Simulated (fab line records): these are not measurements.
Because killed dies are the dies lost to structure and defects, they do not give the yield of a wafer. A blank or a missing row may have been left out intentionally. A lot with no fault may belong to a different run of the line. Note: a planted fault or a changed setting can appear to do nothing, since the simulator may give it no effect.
A lot that was struck, set against a sound lot -- flow sfq line -- 14 out of 325 route steps
Sound: the wafers L283.1, L283.2, L283.6. Wafers struck: L293.2, L293.3, L293.5. Last of all comes the cause.
At each step with rows: each side's tool, then ch and its chambers, then its first start. Under that, the readings that differ: sound wafers -- struck wafers -- difference of the means -- sigmas: that difference in standard deviations of wafers without a fault.
alike: a reading whose means differ by less than 2 such deviations, as well as words and numbers matching on both sides. not compared: withheld readings; readings where some wafer has no value; bounds like >300 that might hide an equal value; numbers whose values overlap and for which the record gives no deviation.
The two part at a step that has a row with sigmas, a row that says differs or no value, or rows on one side only. Numbers that don't overlap but have no deviation are shown without sigmas and don't part them. Lack of a reading on every wafer of one side parts them only where that side has two or more wafers.

first, 6 steps without rows for these wafers: SFQ_TRILAYER_C5_LITHO_COAT_156 (resist thk 62 nm); SFQ_TRILAYER_C5_LITHO_COAT_151 (resist thk 650 nm); SFQ_TRILAYER_C5_LITHO_SOFTBAKE_155; SFQ_TRILAYER_C5_LITHO_EXPOSE_152 (exposes mask C5, target cd 500 nm); SFQ_TRILAYER_C5_LITHO_PEB_154 (peb time 60 s); SFQ_TRILAYER_C5_LITHO_DEVELOP_153 (time 60 s).
SFQ_C5_OVL_MEAS_937:
  struck on overlay-02, day 75 17:56; sound on overlay-02, day 74 01:35
  alike: C5_OVL
SFQ_TRILAYER_C5_BARC_OPEN_VIA_ETCH_210: etches BARC in O2, target depth 125 nm, time 41.7 s.
  sound on rie diel-01 ch 1,3, day 74 01:38; struck on rie diel-04 ch 0,1,3, day 75 17:58
  alike: chamber pressure mTorr, drypump motor current A, oes product au, rf fwd power W
  not compared: rf hours counter h
SFQ_TRILAYER_C5_ETCH_VIA_ETCH_154: etches SiO2 in CHF3, stops on Nb, target depth 84 nm.
  sound on rie diel-01 ch 1,3, day 74 01:40; struck on rie diel-04 ch 0,1,3, day 75 18:00
  alike: chamber pressure mTorr, drypump motor current A, oes product au, rf fwd power W
SFQ_TRILAYER_C5_STRIP_STRIP_155: strips in O2.
  sound on rie metal-01 ch 1, day 74 01:43; struck on rie metal-04 ch 0,1, day 75 18:02
  alike: chamber pressure mTorr, drypump motor current A, oes product au, platen temp c
  not compared: rf hours counter h
then, 2 steps without rows for these wafers: SFQ_TRILAYER_C5_STRIP_SOLV_CLEAN_156 (cleans in NMP, time 600 s); SFQ_TRILAYER_M6_DEP_PRE_CLEAN_158 (time 22.5 s).
SFQ_TRILAYER_M6_DEP_SPUTTER_157: material Nb, target thk 200 nm, time 133.3 s.
  struck on pvd sputter-03, day 75 19:07; sound on pvd sputter-03, day 74 03:07
  alike: throttle valve pct
SFQ_M6_RS_MEAS_938: the measuring method here is four-point-probe.
  struck on film metro-03, day 75 19:30; sound on film metro-03, day 74 03:13
reading,sound,struck,difference,sigmas
M6_NB_RS (ohm/sq),0.889 0.894 0.891,0.443 0.446 0.447,-0.446,-45

WHERE THEY PART
Only at SFQ_M6_RS_MEAS_938, within this record.

WHY: the cause the simulator had injected
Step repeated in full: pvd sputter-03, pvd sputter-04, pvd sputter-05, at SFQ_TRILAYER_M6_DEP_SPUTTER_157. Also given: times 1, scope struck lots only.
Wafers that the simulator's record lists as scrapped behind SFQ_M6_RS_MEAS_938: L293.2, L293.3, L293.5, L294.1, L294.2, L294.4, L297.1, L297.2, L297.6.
